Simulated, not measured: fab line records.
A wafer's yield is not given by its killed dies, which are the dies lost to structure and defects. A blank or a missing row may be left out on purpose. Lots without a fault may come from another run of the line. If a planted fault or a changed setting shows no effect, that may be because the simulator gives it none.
A lot that was struck, set against a sound lot || flow gf180mcu || 15 out of 602 route steps
Sound: wafers L537.1, L537.2, L537.6. Wafers struck: L539.1, L539.4, L539.5. The cause is named last.
Per side, at each step with rows, come the tool, then ch with its chambers, and then its first start. Under that, the readings that differ: sound wafers || struck wafers || difference of the means || sigmas: that difference in standard deviations of wafers without a fault.
alike: readings whose means differ by less than 2 such deviations, and words and numbers that are the same on both sides. not compared: withheld readings, readings that some wafer has no value for, bounds like >300 that may hide the same value, and numbers for which the record gives no deviation and whose values overlap.
Wherever a step has rows on one side only, a row that says differs or no value, or a row with sigmas, the two part there. Non-overlapping numbers with no deviation appear without sigmas and do not part them. A reading that every wafer of one side lacks parts them only if that side has two wafers or more.

GF_V2_CD_MEAS_14 targets a cd of 260 nm.
  sound on cd-sem-01 at day 24 09:30; struck on cd-sem-02 at day 25 00:22
  alike: cd-nm
GF_V2_OVL_MEAS_15:
  sound on overlay-01 at day 24 09:37; struck on overlay-02 at day 25 00:29
  alike: V2_OVL
GF_V2_ETCH_16: etches BARC in N2/H2.
  sound on rie-diel-02 ch 0,1,3, day 24 09:39; struck on rie-diel-02 ch 0,1, day 25 00:32
  alike: bias-w, drypump-motor-current-A, oes-product-au, rf-fwd-power-W, throttle-valve-pct
GF_V2_ETCH_17: etches SiO2 in C4F8/O2/Ar, stops on TiN, target depth 630 nm.
  sound: rie-diel-02 ch 0,1,3; struck: rie-diel-02 ch 0,1
  alike: bias-w, oes-product-au, rf-fwd-power-W
then, 3 steps without rows for these wafers: GF_V2_STRIP_18 (strips in O2/N2); GF_V2_STRIP_19 (strips in post etch residue remover, time 1200 s); GF_V2_CLEAN_20 (cleans in DIW).
GF_V2_SPUTTER_21: material Ti, target thk 15 nm, time 80.02 s.
  sound on pvd-sputter-01 at day 24 10:21; struck on pvd-sputter-02 at day 25 01:11
  alike: throttle-valve-pct
GF_V2_SPUTTER_22: material TiN, target thk 10 nm, time 40 s.
  sound on pvd-sputter-01 at day 24 10:25; struck on pvd-sputter-02 at day 25 01:15
  alike: throttle-valve-pct
GF_V2_CVD_23: deposits W, target thk 350 nm, time 104.94 s.
  sound on cvd-w-02 ch 0,1, day 24 10:27; struck on cvd-w-02 ch 0,1, day 25 01:17
  alike: heater-power-w
GF_V2_RS_MEAS_24: measures by four-point-probe.
  sound on film-metro-02 at day 24 10:34; struck on film-metro-04 at day 25 01:24
  alike: V2_W_RS
GF_V2_THK_MEAS_25: measures by xrf.
  sound on film-metro-02 at day 24 10:41; struck on film-metro-04 at day 25 01:31
  alike: V2_W_THK
GF_V2_CMP_26: polishes, stops on SiO2, t overpolish 15 s, target thk 0 nm.
  sound on cmp-01 ch 1,2, day 24 10:44; struck on cmp-01 ch 0,3, day 25 01:35
{"reading": "overpolish-run-s (s)", "sound": "14.993 15.001 15.019", "struck": "16.829 16.803 16.807", "difference": "+1.809", "sigmas": "+99 or more"}
{"reading": "t-overpolish-s (s)", "sound": "15 15 15", "struck": "16.815 16.815 16.815", "difference": "+1.815", "sigmas": ""}
  alike: motor-current-A, time-to-endpoint-s
then, 1 step without rows for these wafers: GF_M3_SPUTTER_00 (material Ti, target thk 37.5 nm, time 150 s).
-- the record jumps here: 8 days lie between the struck wafers' starts before and after (it left off in module M3 and takes up again in module PASSIVATION, whose first step shown is number 602 of the route) --
GF_PASSIVATION_PROBE_99:
  rows exist in the record for the struck wafers here (prober-02, day 32 22:18), but not for the sound ones

== WHERE THEY PART ==
At GF_V2_CMP_26 first; at GF_PASSIVATION_PROBE_99 last (within this record only).

WHY: whatever the simulator had introduced
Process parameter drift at GF_V2_CMP_26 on cmp-01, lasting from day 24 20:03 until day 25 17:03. Setting t-overpolish-s shifted by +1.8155 from 15. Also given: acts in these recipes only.
